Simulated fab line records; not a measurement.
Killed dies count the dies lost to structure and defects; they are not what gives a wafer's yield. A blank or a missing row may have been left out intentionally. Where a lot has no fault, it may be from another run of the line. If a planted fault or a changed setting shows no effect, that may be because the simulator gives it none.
Split-lot experiment    flow sfq-line    route with 325 steps; 5 lots, 23 wafers read

ABOUT THE SPLIT
At SFQ_TRILAYER_I7_VIA_LITHO_COAT_192 (resist thk 62 nm), the setting spin-rpm was moved away from the recipe's 3000 rpm on 5 of the 23 wafers read, by -7.1% to +6.8%. All remaining wafers had this setting at the recipe value.

The split's own step is where the reading is taken.

THE READING
BARC_of_TRILAYER_I7_VIA_LITHO_COAT_192.thk-nm (the simulator's own value, which no gauge read), in nm, at SFQ_TRILAYER_I7_VIA_LITHO_COAT_192 (resist thk 62 nm). The file does not state a usual value for it. Here, 18 wafers ran the recipe; their average is 61.83 nm with a standard deviation of 0.14 nm.

wafer   tool, chamber at the split  spin-rpm as run, rpm  against the recipe  BARC_of_TRILAYER_I7_VIA_LITHO_COAT_192.thk-nm, nm  against lot-mates on the recipe
L076.1  litho-track-04, 0           2786                  -7.1%               64.26                                              +2.22
L076.2  litho-track-04, 0           3000                  recipe              62.05                                              -
L076.3  litho-track-04, 0           2786                  -7.1%               64.33                                              +2.28
L076.5  litho-track-04, 0           2786                  -7.1%               64.19                                              +2.14
L076.6  litho-track-04, 0           3000                  recipe              62.04                                              -
L077.1  litho-track-01, 0           3000                  recipe              61.61                                              -
L077.3  litho-track-01, 0           3000                  recipe              61.78                                              -
L077.6  litho-track-01, 0           3000                  recipe              61.78                                              -
L077.4  litho-track-01, 0           3205                  +6.8%               59.78                                              -1.94
L077.5  litho-track-01, 0           3205                  +6.8%               59.73                                              -1.99
L079.1  litho-track-04, 0           3000                  recipe              61.77                                              -
L079.3  litho-track-04, 0           3000                  recipe              61.61                                              -
L079.4  litho-track-04, 0           3000                  recipe              61.71                                              -
L079.5  litho-track-04, 0           3000                  recipe              61.76                                              -
L079.6  litho-track-04, 0           3000                  recipe              61.85                                              -
L081.1  litho-track-03, 0           3000                  recipe              61.89                                              -
L081.3  litho-track-03, 0           3000                  recipe              61.82                                              -
L081.4  litho-track-03, 0           3000                  recipe              61.72                                              -
L083.1  litho-track-01, 0           3000                  recipe              61.87                                              -
L083.2  litho-track-01, 0           3000                  recipe              61.95                                              -
L083.3  litho-track-01, 0           3000                  recipe              62.12                                              -
L083.4  litho-track-01, 0           3000                  recipe              61.9                                               -
L083.6  litho-track-01, 0           3000                  recipe              61.79                                              -

THE FIT
A straight line over all 23 wafers: BARC_of_TRILAYER_I7_VIA_LITHO_COAT_192.thk-nm changes by -0.326 nm for each +1% of spin-rpm; r = -0.99; the points scatter about the line by 0.14 nm.
The same after taking each lot's own level away (the mean of its wafers on the recipe; 23 wafers): -0.301 nm for each +1%; r = -1.00; scatter 0.087 nm.
On that fit, the largest move of spin-rpm shifts the reading by 2.2 nm.
From 61.723 to 62.045 nm: that is the span of the lots' own levels, equal to 2.3 times the standard deviation above.
The two slopes are in agreement: the lot-to-lot level therefore moves the slope only a little.
Check: for one of the wafers moved furthest among these (-7.1%), held out of the fit, the line's prediction against its lot-mates is +2.15 nm. It came out at +2.22 nm against them.

ADDITIONAL SPLITS CARRIED BY THESE WAFERS
Before the reading, these wafers also passed through other splits. Each is held against what the fit with the lots' levels taken away leaves over:
other split on the same wafers                  wafers away from the commonest value  r with BARC_of_TRILAYER_I7_VIA_LITHO_COAT_192.thk-nm (lot level and that fit taken away)
SFQ_TRILAYER_JJ_CE_LITHO_PEB_117 peb-temp-c     8                                     +0.02
SFQ_TRILAYER_R5_LITHO_COAT_141 spin-rpm         9                                     -0.27
SFQ_TRILAYER_R5_LITHO_PEB_139 peb-time-s        9                                     -0.06
SFQ_TRILAYER_A5C_DEP_PECVD_142 time-s           11                                    +0.10
SFQ_TRILAYER_I5_LITHO_EXPOSE_145 dose-mj        7                                     -0.12
SFQ_TRILAYER_C5_BARC_OPEN_VIA_ETCH_210 bias-w   5                                     -0.04
SFQ_TRILAYER_M6_LITHO_COAT_159 spin-rpm         8                                     -0.06
SFQ_TRILAYER_I6_VIA_LITHO_COAT_174 spin-rpm     8                                     -0.15
SFQ_TRILAYER_I6_VIA_ETCH_VIA_ETCH_172 source-w  8                                     -0.19
SFQ_TRILAYER_M7_LITHO_COAT_177 spin-rpm         7                                     +0.01

THE FILE'S OWN FIT
BARC_of_TRILAYER_I7_VIA_LITHO_COAT_192.thk-nm changes by -0.3 nm for each +1% of spin-rpm, r = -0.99.
